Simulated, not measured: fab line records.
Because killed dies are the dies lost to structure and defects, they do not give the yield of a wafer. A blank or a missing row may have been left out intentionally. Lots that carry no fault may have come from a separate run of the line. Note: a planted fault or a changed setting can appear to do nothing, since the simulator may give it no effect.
Matching of chambers -- flow gf180mcu -- GF_V2_CMP_26 on cmp-02: 4 sister chambers
The step polishes, stops on SiO2, t overpolish 15 s, target thk 0 nm. 4 wafers are shown with their chamber, then 7 later ones without.

WAFERS PAIRED WITH THEIR CHAMBERS
wafer,chamber,motorCurrentA (A)
L949.6,0,11.8
L952.5,2,11.6
L953.1,3,10.1
L953.3,1,10.3

WAFERS WHOSE CHAMBER IS MISSING
wafer,motorCurrentA (A)
L953.4,12.6
L955.3,12.5
L955.5,12.8
L955.6,10.0
L956.1,10.0
L956.4,10.9
L956.6,9.9

THE CHAMBER EACH PASSED THROUGH
wafer,from the rows above,in truth
L953.4,can't be placed: 0 or 2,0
L955.3,can't be placed: 0 or 2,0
L955.5,can't be placed: 0 or 2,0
L955.6,can't be placed: 3 or 1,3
L956.1,can't be placed: 3 or 1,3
L956.4,can't be placed: 1 or 2 or 3 or 0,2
L956.6,can't be placed: 3 or 1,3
Correct placement for 0 of the 7. Cannot be placed on the basis of these rows: 7; the candidates contain the true chamber in 7. Number placed wrongly: 0.
How it was worked out, from the rows above alone: a wafer's distance from a chamber is the root of the sum, over the readings, of the square of ((its reading less the chamber's mean) divided by the reading's scatter). If the next closest chamber is less than 2 further off than the closest, the wafer can't be placed; otherwise it belongs to the closest. A chamber's mean is the mean of its shown wafers. The scatter: with one shown wafer a chamber, the root of the mean of the squares of how far each hidden wafer lies from its nearest shown one.
